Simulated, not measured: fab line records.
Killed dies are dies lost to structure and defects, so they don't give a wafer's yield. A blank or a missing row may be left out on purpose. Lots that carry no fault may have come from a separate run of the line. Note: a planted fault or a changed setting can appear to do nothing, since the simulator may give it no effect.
Problem report in the 8D (eight disciplines) form, filled by code + flow gf180mcu + the parts of the form that need people (team, actions taken, sign-off) are left out

## 1. THE ISSUE
Mean PASSIVATION_CVD_02_THK at GF_PASSIVATION_THK_MEAS_03: 988 nm over 2 wafers in 2 lots; fault-free wafers: 702 nm, standard deviation 8.8. That puts it +32 standard deviations away from the usual mean.
The first sign was on wafer L487.2 at day 31 10:46, on filmMetro-01. The record holds 38 wafers of 13 lots with a number at this step. Rule for "out" (also "out of limits"): further than 4 standard deviations from the usual mean. Any other wafer with a number is counted as sound.

## 2. WHAT IT IS, WHAT IT ISN'T
| question                    | is                     | is not                                                                                       |
|-----------------------------|------------------------|----------------------------------------------------------------------------------------------|
| which readings at this step | PASSIVATION_CVD_02_THK | -                                                                                            |
| which lots                  | L487, L493             | L476, L477, L478, L480, L481, L483, L484, L495, L497, L498, L499                             |
| which wafers of those lots  | L487.2, L493.2         | L487.5, L493.4, L493.6                                                                       |
| read on which gauges        | filmMetro-01           | filmMetro-02, filmMetro-04                                                                   |
| when                        | from day 31 10:46      | up to then (22 sound wafers); but 14 sound wafers of L493, L495, L497, L498, L499 came after |

## 3. SUSPECTS, AND WHAT RULES EACH OUT
Counting: a tool at a process step up to the reading stays a suspect if it ran every lot that is out. Sound lots after the first of them don't rule it out here, since some wafers of a struck lot are sound.
- the gauge at GF_PASSIVATION_THK_MEAS_03: kept. All the wafers that are out were read on filmMetro-01, and no step on other tools shows them out.
- pvdSputter-03 at GF_TOP_METAL_SPUTTER_00 (material Ti, target thk 37.5 nm, time 150 s): kept. Ran every lot that is out, first one L487 (day 31 05:36); last sound lot up to then L484 (day 29 19:03).
- pecvd-02 at GF_PASSIVATION_CVD_02 (deposits Si3N4, target thk 700 nm, time 486.18 s): kept. Ran every lot that is out, first one L487 (day 31 10:28); last sound lot up to then L484 (day 30 14:48).
The count leaves pvdSputter-03 at GF_TOP_METAL_SPUTTER_00, pecvd-02 at GF_PASSIVATION_CVD_02, and filmMetro-01 at GF_PASSIVATION_THK_MEAS_03.

## 4. THE CAUSE (what the simulator had put in)
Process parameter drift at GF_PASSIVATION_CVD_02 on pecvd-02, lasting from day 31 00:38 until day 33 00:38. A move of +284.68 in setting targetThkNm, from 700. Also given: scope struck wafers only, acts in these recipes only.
This tool is one of the 3 suspects left after counting.

## 5. THE EFFECT CHAIN, in route order
Each row: a reading where the mean over the struck wafers with a number is more than 3 standard deviations away from the usual. Readings are gone through only where the record gives a usual standard deviation; hours: the median, over the lots, of the time from a lot's start at the first step in this table giving one to that lot's start at this step; sigmas: the change measured in usual standard deviations.
| hours | step                       | reading                | usual  | on struck wafers | change | sigmas |
|-------|----------------------------|------------------------|--------|------------------|--------|--------|
| 0     | GF_PASSIVATION_THK_MEAS_03 | PASSIVATION_CVD_02_THK | 702 nm | 988              | +286   | +32    |

## 6. HOW IT WOULD HAVE BEEN CAUGHT EARLIER
In this record the first reading out of limits at a measuring or inspecting step was taken at day 31 10:46, 10 hours after the fault began at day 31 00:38.
Of the tool readings at GF_PASSIVATION_CVD_02 for which the record gives a usual standard deviation, none was out on any struck wafer, so an alarm limit of 4 standard deviations on them would not have fired.
Lots out: 2; of these, L493 started GF_PASSIVATION_CVD_02 on pecvd-02 after day 31 10:46. Holding the tool at that time would have saved it.
